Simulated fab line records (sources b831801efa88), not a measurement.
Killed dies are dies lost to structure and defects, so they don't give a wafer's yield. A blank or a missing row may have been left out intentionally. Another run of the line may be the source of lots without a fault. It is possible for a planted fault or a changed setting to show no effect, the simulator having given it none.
What tool caused it? / flow sky130 / 36 wafers sampled from 12 lots at 1 step of a route of 708

WHAT EACH GAUGE READ, for each wafer
SKY_CONTACT_RS_MEAS_25: the measuring method here is four-point-probe. Usual: for CONTACT_W_RS the level is 0.340 ohm/sq and the standard deviation is 0.0035.
lot=L896; measured=day 32 08:36; on=filmMetro-01; CONTACT_W_RS (ohm/sq)=0.341 0.342 0.338; flag=
lot=L898; measured=day 33 04:25; on=filmMetro-01; CONTACT_W_RS (ohm/sq)=0.334 0.340 0.339; flag=
lot=L897; measured=day 33 06:08; on=filmMetro-04; CONTACT_W_RS (ohm/sq)=0.333 0.339 0.337; flag=
lot=L899; measured=day 33 12:48; on=filmMetro-01; CONTACT_W_RS (ohm/sq)=0.347 0.343 0.339; flag=
lot=L900; measured=day 33 13:56; on=filmMetro-02; CONTACT_W_RS (ohm/sq)=0.343 0.342 0.347; flag=
lot=L902; measured=day 34 00:20; on=filmMetro-01; CONTACT_W_RS (ohm/sq)=0.337 0.336 0.335; flag=
lot=L901; measured=day 34 03:09; on=filmMetro-04; CONTACT_W_RS (ohm/sq)=0.339 0.343 0.342; flag=
lot=L903; measured=day 34 11:55; on=filmMetro-04; CONTACT_W_RS (ohm/sq)=0.341 0.341 0.339; flag=
lot=L905; measured=day 35 06:40; on=filmMetro-04; CONTACT_W_RS (ohm/sq)=0.345 0.340 0.343; flag=
lot=L906; measured=day 35 11:40; on=filmMetro-04; CONTACT_W_RS (ohm/sq)=0.334 0.335 0.336; flag=
lot=L910; measured=day 36 15:23; on=filmMetro-04; CONTACT_W_RS (ohm/sq)=0.345 0.345 0.345; flag=
lot=L915; measured=day 37 22:18; on=filmMetro-04; CONTACT_W_RS (ohm/sq)=0.339 0.344 0.340; flag=

WHICH TOOL RAN EACH LOT (tool, then ch and the chambers of the sampled wafers, then the start)
There is no process step in the record ahead of these readings.

WHAT THE TOOLS THEMSELVES READ (means of the sampled wafers that have a number; where no wafer has one, the mark that the record gives instead)
The record holds no such reading with a usual standard deviation.

THE ANSWER, worked out from the rows above alone
Rule: take the mean of a lot's wafers that have a number; if it is more than 3 standard deviations from the usual mean, the lot is off. A lot without any number at a reading at which 4 lots or more have one is off too. Where the step has rows for the other lots, those lots are counted as sound. After the gauges, taken in route order, come the tools' own readings; for these a lot's mean is taken, as printed above. At the first step where some lot is off, the reading lying furthest off is the one used; lots without a number count as furthest.
Nothing can be told from this: no lot is off at any reading shown.

WHAT WAS PUT IN BY THE SIMULATOR
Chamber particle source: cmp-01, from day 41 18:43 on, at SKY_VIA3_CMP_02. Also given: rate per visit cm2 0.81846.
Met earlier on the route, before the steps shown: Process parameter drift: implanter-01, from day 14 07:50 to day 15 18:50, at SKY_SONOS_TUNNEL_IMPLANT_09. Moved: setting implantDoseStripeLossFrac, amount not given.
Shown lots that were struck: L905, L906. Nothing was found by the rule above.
